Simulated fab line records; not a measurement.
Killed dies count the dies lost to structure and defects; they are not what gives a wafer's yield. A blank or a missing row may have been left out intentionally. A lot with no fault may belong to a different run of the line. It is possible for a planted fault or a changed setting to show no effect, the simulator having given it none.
Which tool was responsible?	flow sky130	21 wafers sampled from 7 lots at 1 step of a route of 708

== WHAT THE GAUGES SHOWED, per wafer ==
SKY_SD_N_RS_MEAS_16: uses a four-point probe to measure.
lot	measured	on	SD_N_RS (ohm/sq)
L616	day 28 14:32	film_metro-04	68.45 68.33 68.38
L618	day 29 07:53	film_metro-01	68.69 68.67 68.60
L620	day 30 12:37	film_metro-02	68.63 68.55 68.52
L622	day 30 18:12	film_metro-01	68.72 68.63 68.78
L632	day 34 09:01	film_metro-02	68.39 68.76 68.43
L633	day 34 10:34	film_metro-04	68.36 68.38 68.35
L637	day 35 05:55	film_metro-01	68.71 68.63 68.58

== WHICH TOOL RAN EACH LOT (tool, then ch and the chambers of the sampled wafers, then the start) ==
Record: no process step prior to these readings.

== THE ANSWER, worked out from the rows above alone ==
Rule: the lots themselves supply what counts as usual. Put in order of their means at a reading, lots are off if they are a third of the lots or fewer, leave a main group of 4 or more, and stand apart from it by a gap of 3 or more times the standard deviation of the main group's means; of several such gaps the widest counts. If all means in a main group match to the digits the tables above print for the reading, that group is not used. A lot without any number at a reading at which 4 lots or more have one is off too. The other lots that the step has rows for count as sound.
No lot is off on any of the readings shown, so nothing can be concluded from this.

== WHAT THE SIMULATOR PUT IN ==
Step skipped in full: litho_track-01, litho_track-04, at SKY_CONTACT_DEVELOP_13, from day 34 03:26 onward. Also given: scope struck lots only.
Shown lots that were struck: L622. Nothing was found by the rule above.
